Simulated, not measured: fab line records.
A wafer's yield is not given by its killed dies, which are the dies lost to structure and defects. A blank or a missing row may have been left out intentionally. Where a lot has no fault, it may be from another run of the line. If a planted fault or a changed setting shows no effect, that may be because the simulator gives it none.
The tool behind it: which one?	flow sky130	10 lots (30 wafers sampled), 1 step of a 708-step route

## WHAT EACH GAUGE READ, for each wafer
SKY_LOCAL_INTERCONNECT_CD_MEAS_11 targets a cd of 170 nm.
lot	measured	on	cd nm (nm)
L918	day 30 08:56	cd sem-01	170.2 170.2 170.8
L919	day 31 03:38	cd sem-01	168.7 169.8 170.9
L923	day 32 06:38	cd sem-02	169.6 169.7 169.2
L925	day 32 16:01	cd sem-01	167.4 165.7 168.2
L926	day 32 20:28	cd sem-02	169.9 169.7 169.5
L930	day 34 00:43	cd sem-02	172.9 173.2 173.3
L932	day 34 17:59	cd sem-01	170.1 169.5 169.3
L938	day 36 17:29	cd sem-01	169.5 169.3 170.3
L939	day 37 02:47	cd sem-02	169.4 168.5 167.9
L941	day 37 15:31	cd sem-02	170.7 171.4 171.0

## WHAT TOOL EACH LOT RAN ON (gives the tool, then ch and the chambers of the sampled wafers, and finally the start)
The record shows no process step preceding these readings.

## AS READ BY THE TOOLS THEMSELVES (means over the sampled wafers that have a number; for cases with no such wafer, the mark the record gives instead)
The record holds no such reading with a usual standard deviation.

## THE ANSWER, worked out from the rows above alone
Rule: usual is defined by the lots themselves. The widest of any qualifying gaps counts: lots, ordered by their means at a reading, are off when they make up no more than a third of the lots, leave a main group of 4 or more, and stand apart from it by 3 or more times the standard deviation of that group's means. A main group whose means are all the same, to the digits that the tables above print for the reading, isn't used. A lot without any number at a reading at which 4 lots or more have one is off too. All remaining lots with rows at the step are treated as sound. After the gauges, taken in route order, come the tools' own readings; for these a lot's mean is taken, as printed above. The first step at which some lot is off is used, and at that step the reading that is off furthest; a lot without a number counts as furthest.
Across all readings shown, no lot is off: no conclusion can be drawn from this.

## WHAT THE SIMULATOR PUT IN
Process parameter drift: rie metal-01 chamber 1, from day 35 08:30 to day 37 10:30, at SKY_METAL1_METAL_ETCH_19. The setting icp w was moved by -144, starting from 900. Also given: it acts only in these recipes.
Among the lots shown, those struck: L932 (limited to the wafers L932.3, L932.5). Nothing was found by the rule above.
